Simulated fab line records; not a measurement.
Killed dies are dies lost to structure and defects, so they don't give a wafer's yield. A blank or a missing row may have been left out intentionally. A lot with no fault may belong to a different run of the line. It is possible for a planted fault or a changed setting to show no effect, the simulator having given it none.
One fault through the eyes of 2 desks | flow sky130 | every desk sees just its own numbers, and what lay behind them comes last

THE METROLOGY DESK
What the gauges read, lot by lot, whatever tool the lot ran on: means of the sampled wafers that have a number. Any lot whose mean is over 4 standard deviations away from the usual mean is out of limits and marked OUT; that distance is given in the brackets.
Columns: A = METAL3_OVL at SKY_METAL3_OVL_MEAS_14, usual -1 nm; B = VIA3_BOW at SKY_VIA3_BOW_MEAS_03, usual 80 um
lot  | first seen here | A   | B
L961 | day 38 15:53    | -1  | 78
L963 | day 39 07:06    | 1   | 72
L964 | day 40 07:30    | 2   | 74
L965 | day 40 13:47    | -1  | 82
L970 | day 42 02:15    | 8   | 85
L973 | day 42 11:04    | -3  | 85
L974 | day 43 03:59    | 5   | 82
L975 | day 43 07:27    | 4   | 86
L976 | day 43 11:23    | -7  | 76
L980 | day 44 05:52    | -11 | 73
L981 | day 44 11:52    | 1   | 75
L983 | day 45 01:12    | -9  | 70
Result from this desk: across the 12 lots, nothing is out of limits.

TOOL OWNER'S DESK, lithoTrack-03
The tool's own readings at SKY_VIA3_COAT_06 (resist thk 60 nm): means of the sampled wafers that have a number, for each lot that ran on this tool. Any lot whose mean is over 4 standard deviations away from the usual mean is out of limits and marked OUT; that distance is given in the brackets.
Columns: A = spinSpeedRpm at SKY_VIA3_COAT_06, usual 3000.0 rpm
lot  | first seen here | A
L961 | day 39 06:08    | 2999.2
L964 | day 40 20:17    | 2996.6
L970 | day 42 15:26    | 3000.1
L973 | day 42 23:29    | 3000.8
Result from this desk: across the 4 lots, nothing is out of limits.

BROUGHT TOGETHER
Metrology desk: nothing out of limits seen.
The desk of the tool owner found nothing out of limits.

WHAT HAD BEEN PUT IN BY THE SIMULATOR
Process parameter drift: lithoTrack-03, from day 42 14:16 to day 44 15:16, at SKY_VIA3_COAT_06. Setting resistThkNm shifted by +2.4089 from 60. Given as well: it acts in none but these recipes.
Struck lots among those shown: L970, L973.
